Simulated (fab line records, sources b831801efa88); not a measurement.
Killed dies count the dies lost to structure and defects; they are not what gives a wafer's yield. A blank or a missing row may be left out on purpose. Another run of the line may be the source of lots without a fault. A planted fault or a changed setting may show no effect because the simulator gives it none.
fab line records | flow gf180mcu
[record] lots = 13 wafers = 39 last_day = 34
route steps=602 shown STI@14 MVPSD@85 HV_LDD@184 SAB@274
lots untouched by any fault: they come from a run of this same line in which no faults occurred
start_h: hours from the record's opening day to when the first of the lot's shown wafers began | wait_h: time in hours since the lot's previous step | " the same as in the row above | L1.1+2: a row that stands for several wafers | - value missing, or start not given | * or withheld: withheld | < > ~ a bound
route shown NAME@n: names a module that has steps shown in the file, with the first one's number in the route | usual: mean and standard deviation over wafers with no fault | same: alike in all rows | chamber/n: place in a boat | sites: the reading at each site | _std_site: how widely they spread, as a standard deviation | _edge_site: mean of outer sites minus mean of inner sites | radius_mm: for every site, how far away it sits from the centre of the wafer | mask NAME#n: copy n | behind: tool/chamber where the wafer was last shaped | hold: reason for holding the lot/hours on hold/outcome of the hold | device: which transistor (n, p or np) failed to switch | end of line: the tests these same wafers got at the end of their route | step lacking rows: just its recipe | killed: the dies lost at the first sort to structure and to defects; this is not the yield of the wafer | map: per-die view of a wafer (x killed, . not killed, _ where there is no die)
set.NAME: the setting the step ran with; set.NAME@STEP: the setting that earlier step ran with | model.NAME: the simulator's own value behind a step, which no gauge read
steps of the route over a sample of lots; a table a step, a row a wafer
services: from which hour (start_h, from the record's first day; less than 0 if before it) a tool's chamber was out of use, for how many hours, and why
[[steps]]
[step GF_STI_ETCH_13]
[recipe] chemistry = CHF3/O2 stop_on = Si over_etch_frac = 0.3 target_depth_a = 2823.1 source_w = 600 bias_w = 200 pressure_mtorr = 40 chf3_flow_sccm = 50 O2_flow_sccm = 5 time_s = 112.9
[usual] drypump_motor_current_A = 5.8/0.49 oes_product_au = 0.835/0.0059 throttle_valve_pct = 8.811/0.0097
// columns lot.wafer tool chamber start_h wait_h drypump_motor_current_A oes_product_au rf_hours_counter_h throttle_valve_pct
L531.1 rie_diel-03 0 31.36 0.1 6.3 0.841 130 8.809
L531.2 " 2 " " 5.2 0.832 132 8.813
L531.6 " 2 " " 5.1 0.836 - 8.815
L532.1 rie_diel-03 1 37.71 0.1 5.6 0.833 52 8.815
L532.2 " 2 " " 5.2 0.846 133 8.825
L532.5 " 0 " " 6.3 0.834 - 8.805
L533.2 rie_diel-02 3 40.56 0.1 6.1 0.833 119 8.820
L533.3 " 1 " " 5.0 0.835 130 8.810
L533.5 " 0 " " 6.4 0.837 - 8.813
L535.3 rie_diel-02 0 51.75 0.1 6.3 0.839 60 8.818
L535.4 " 3 " " 6.0 0.843 119 8.818
L535.6 " 2 " " 5.4 0.840 - 8.822
L536.1 rie_diel-02 2 56.66 0.1 5.4 0.832 9 8.810
L536.3 " 1 " " 5.0 0.834 130 8.817
L536.5 " 0 " " 6.4 0.828 - 8.807
L537.1 rie_diel-02 0 60.85 0.1 6.4 0.838 60 8.801
L537.2 " 2 " " 5.4 0.833 9 8.813
L537.4 " 3 " " 6.0 0.838 119 8.808
L538.2 rie_diel-03 3 66.35 0.1 6.0 0.833 32 8.809
L538.3 " 2 " " 5.2 0.832 133 8.812
L538.4 " 1 " " 5.6 0.834 53 8.821
L539.2 rie_diel-02 3 72.21 0.1 6.0 0.844 119 8.821
L539.4 " 2 " " 5.3 0.843 9 8.800
L539.6 " 2 " " 5.4 0.840 - 8.823
L546.2 rie_diel-01 3 107.26 0.1 6.2 0.819 56 8.814
L546.4 " 3 " " 6.2 0.823 - 8.796
L546.5 " 1 " " 6.3 0.827 - 8.810
L547.1 rie_diel-02 1 113.80 0.1 5.0 0.834 131 8.814
L547.3 " 2 " " 5.3 0.838 10 8.809
L547.4 " 0 " " 6.4 0.847 61 8.800
L548.1 rie_diel-02 3 118.50 0.1 6.0 0.838 120 8.821
L548.2 " 2 " " 5.4 0.838 10 8.819
L548.5 " 3 " " 6.0 0.832 - 8.815
L551.2 rie_diel-01 0 133.85 0.1 6.7 0.829 58 8.811
L551.3 " 1 " " 6.3 0.833 130 8.798
L551.4 " 3 " " 6.2 0.839 56 8.809
L553.1 rie_diel-01 1 143.31 0.1 6.3 0.826 131 8.818
L553.3 " 2 " " 5.8 0.831 76 8.814
L553.6 " 1 " " 6.3 0.837 - 8.806
[step GF_STI_STRIP_15]
[recipe] chemistry = O2/N2 power_w = 1400 pressure_mtorr = 1500 platen_temp_c = 250 o2_flow_sccm = 3000 n2_flow_sccm = 300 overash_fraction = 0.5
[usual] drypump_motor_current_A = 5.63/0.28 heater_power_w = 329/25 oes_product_au = 0.384/0.0049 strip_time_to_endpoint_s = 3.71/0.045
// columns lot.wafer tool chamber start_h wait_h drypump_motor_current_A heater_power_w oes_product_au rf_hours_counter_h strip_time_to_endpoint_s
L531.1 plasma_asher-01 0 31.51 0.0 5.92 323 0.383 21 3.72
L531.2 " 1 " " 5.58 365 0.386 21 3.69
L531.6 " 0 " " 5.91 320 0.378 - 3.74
L532.1 plasma_asher-03 1 37.86 0.0 5.99 298 0.384 36 3.63
L532.2 " 0 " " 5.16 363 0.382 36 3.72
L532.5 " 1 " " 6.02 308 0.384 - 3.68
L533.2 plasma_asher-02 1 40.71 0.0 5.60 319 0.381 39 3.68
L533.3 " 1 " " 5.61 305 0.390 - 3.72
L533.5 " 0 " " 5.59 315 0.382 - 3.75
L535.3 plasma_asher-03 0 51.94 0.1 5.16 351 0.383 - 3.65
L535.4 " 1 " " 6.00 298 0.375 - 3.64
L535.6 " 0 " " 5.16 360 0.386 - 3.66
L536.1 plasma_asher-01 0 56.81 0.0 5.90 323 0.380 24 3.69
L536.3 " 1 " " 5.56 365 0.392 - 3.76
L536.5 " 1 " " 5.57 363 0.384 - 3.76
L537.1 plasma_asher-01 0 61.01 0.0 5.91 321 0.382 24 3.68
L537.2 " 1 " " 5.55 360 0.385 24 3.67
L537.4 " 0 " " 5.91 322 0.387 - 3.72
L538.2 plasma_asher-02 0 66.50 0.0 5.59 312 0.379 42 3.68
L538.3 " 0 " " 5.57 326 0.381 - 3.72
L538.4 " 1 " " 5.62 305 0.386 - 3.72
L539.2 plasma_asher-02 1 72.36 0.0 5.62 304 0.387 42 3.77
L539.4 " 0 " " 5.56 320 0.390 - 3.70
L539.6 " 0 " " 5.59 311 0.385 - 3.64
L546.2 plasma_asher-02 1 107.41 0.0 5.59 313 0.383 46 3.75
L546.4 " 1 " " 5.59 302 0.378 - 3.67
L546.5 " 0 " " 5.57 314 0.392 - 3.71
L547.1 plasma_asher-01 1 113.96 0.0 5.54 370 0.324 30 2.24
L547.3 " 1 " " 5.55 357 0.326 - 2.17
L547.4 " 0 " " 5.89 317 0.324 - 2.19
L548.1 plasma_asher-02 1 118.66 0.0 5.55 306 0.326 47 2.27
L548.2 " 0 " " 5.61 323 0.308 47 2.10
L548.5 " 0 " " 5.58 317 0.323 - 2.27
L551.2 plasma_asher-03 0 134.00 0.0 5.16 346 0.387 2 3.77
L551.3 " 0 " " 5.15 347 0.387 - 3.78
L551.4 " 1 " " 6.00 301 0.381 - 3.70
L553.1 plasma_asher-01 0 143.46 0.0 5.86 323 0.394 34 3.79
L553.3 " 1 " " 5.53 375 0.386 - 3.66
L553.6 " 0 " " 5.87 317 0.388 - 3.71
[step GF_MVPSD_OVL_MEAS_07]
[usual] MVPSD_OVL = 0.0/1.6
// columns lot.wafer tool chamber start_h wait_h MVPSD_OVL[nm]
L531.1 overlay-02 - 102.54 - 1.2
L531.2 " - " " 1.1
L531.6 " - " " 3.4
L532.1 overlay-01 - 109.84 - -2.9
L532.2 " - " " -3.4
L532.5 " - " " -0.6
L533.2 overlay-01 - 115.44 - 0.7
L533.3 " - " " -0.5
L533.5 " - " " -2.3
L535.3 overlay-01 - 128.30 - 2.7
L535.4 " - " " 0.7
L535.6 " - " " 2.7
L536.1 overlay-01 - 131.83 - -0.3
L536.3 " - " " 1.2
L536.5 " - " " 1.0
L537.1 overlay-01 - 139.08 - -1.3
L537.2 " - " " -0.1
L537.4 " - " " -0.8
L538.2 overlay-02 - 143.89 - 2.2
L538.3 " - " " -1.6
L538.4 " - " " 1.8
L539.2 overlay-01 - 149.79 - 1.1
L539.4 " - " " 0.4
L539.6 " - " " 1.1
L546.2 overlay-02 - 193.69 - 1.8
L546.4 " - " " 1.1
L546.5 " - " " 1.3
L547.1 overlay-02 - 198.09 - 0.7
L547.3 " - " " 1.7
L547.4 " - " " 2.6
L548.1 overlay-01 - 202.64 - 1.0
L548.2 " - " " 1.2
L548.5 " - " " 0.8
L551.2 overlay-01 - 223.23 - 0.3
L551.3 " - " " 0.0
L551.4 " - " " -0.7
L553.1 overlay-02 - 232.69 - -3.3
L553.3 " - " " 0.2
L553.6 " - " " 0.3
[step GF_HV_LDD_OVL_MEAS_08]
[usual] HV_LDD_OVL = -0.8/1.4
// columns lot.wafer tool chamber start_h wait_h HV_LDD_OVL[nm]
L531.1 overlay-01 - 223.85 0.1 -4.0
L531.2 " - " " -2.8
L531.6 " - " " -3.9
L532.1 overlay-01 - 231.01 0.1 -0.8
L532.2 " - " " -1.3
L532.5 " - " " -0.9
L533.2 overlay-02 - 241.20 0.1 -2.4
L533.3 " - " " 0.3
L533.5 " - " " -1.5
L535.3 overlay-02 - 254.35 0.1 0.6
L535.4 " - " " 1.0
L535.6 " - " " -0.5
L536.1 overlay-01 - 256.99 0.1 -2.8
L536.3 " - " " -3.8
L536.5 " - " " -2.9
L537.1 overlay-01 - 266.15 0.1 -0.6
L537.2 " - " " -1.1
L537.4 " - " " 0.1
L538.2 overlay-02 - 270.21 0.1 -1.3
L538.3 " - " " -0.4
L538.4 " - " " 0.0
L539.2 overlay-02 - 282.16 0.1 1.0
L539.4 " - " " 0.1
L539.6 " - " " 0.4
L546.2 overlay-01 - 335.80 0.1 0.7
L546.4 " - " " 1.4
L546.5 " - " " 0.2
L547.1 overlay-02 - 342.55 0.1 -0.6
L547.3 " - " " 0.3
L547.4 " - " " 0.0
L548.1 overlay-02 - 350.00 0.1 -1.9
L548.2 " - " " -2.8
L548.5 " - " " -1.4
L551.2 overlay-01 - 377.70 0.1 -1.4
L551.3 " - " " -2.2
L551.4 " - " " -1.3
L553.1 overlay-02 - 386.89 0.1 0.6
L553.3 " - " " 0.9
L553.6 " - " " -0.7
[step GF_SAB_OVL_MEAS_10]
[usual] SAB_OVL = -0.9/1.3
// columns lot.wafer tool chamber start_h wait_h SAB_OVL[nm]
L531.1 overlay-01 - 346.35 0.1 0.5
L531.2 " - " " 0.8
L531.6 " - " " 0.2
L532.1 overlay-02 - 353.35 0.1 0.3
L532.2 " - " " 0.2
L532.5 " - " " -1.3
L533.2 overlay-02 - 367.01 0.1 -2.8
L533.3 " - " " -1.0
L533.5 " - " " -0.7
L535.3 overlay-02 - 383.87 0.1 -0.7
L535.4 " - " " -1.5
L535.6 " - " " 0.8
L536.1 overlay-01 - 385.80 0.1 -0.2
L536.3 " - " " 1.5
L536.5 " - " " 1.1
L537.1 overlay-01 - 397.05 0.1 -0.1
L537.2 " - " " -1.1
L537.4 " - " " -0.7
L538.2 overlay-02 - 402.85 0.1 1.0
L538.3 " - " " 1.1
L538.4 " - " " -0.7
L539.2 overlay-01 - 417.61 0.1 -0.1
L539.4 " - " " -1.0
L539.6 " - " " -0.1
L546.2 overlay-02 - 477.46 0.1 -0.3
L546.4 " - " " -2.4
L546.5 " - " " -0.8
L547.1 overlay-02 - 486.50 0.1 -1.2
L547.3 " - " " -0.2
L547.4 " - " " -1.8
L548.1 overlay-02 - 494.21 0.1 -0.1
L548.2 " - " " 1.4
L548.5 " - " " 0.7
L551.2 overlay-02 - 523.65 0.1 -2.9
L551.3 " - " " 0.5
L551.4 " - " " -2.3
L553.1 overlay-01 - 534.40 0.1 -2.2
L553.3 " - " " -2.2
L553.6 " - " " -0.2
[[services]]
// columns tool chamber start_h hours kind
rie_diel-01 3 44.44 1.7 repair
rie_diel-01 1 86.76 12.9 repair
rie_diel-02 - 96.12 1.3 repair
rie_diel-01 0 97.59 13.7 repair
plasma_asher-03 - 108.75 9.0 pm
plasma_asher-03 0 108.75 9.0 vent_cycle
plasma_asher-03 1 108.75 9.0 vent_cycle
plasma_asher-03 0 117.75 - clean
plasma_asher-03 1 117.75 - clean
[[key]]
[first_sign] step = GF_STI_STRIP_15 reading = strip_time_to_endpoint_s direction = down sigmas = 33 usual = * struck = *
[effect] step = GF_STI_STRIP_15 reading = oes_product_au direction = down sigmas = 13 usual = 0.384 struck = 0.322
met_at GF_STI_ETCH_13
struck_lots L547,L548
tester_left_out L547,L548
not_acting_at GF_MVPSD_OVL_MEAS_07,GF_HV_LDD_OVL_MEAS_08,GF_SAB_OVL_MEAS_10
onset_between 72.21 113.80
[fault] kind = process_parameter_drift tool = rie_diel-02 chamber = - onset_h = 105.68 steps = GF_STI_ETCH_13 channel = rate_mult offset = 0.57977 shape = step end_h = 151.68
// tester_left_out: of these lots the tester's yield and bins aren't shown, on N5 and GAA mostly nor the transistor test; their killed dies are dies lost to structure and defects alone, not to doping, threshold or leakage, so they don't give the yield
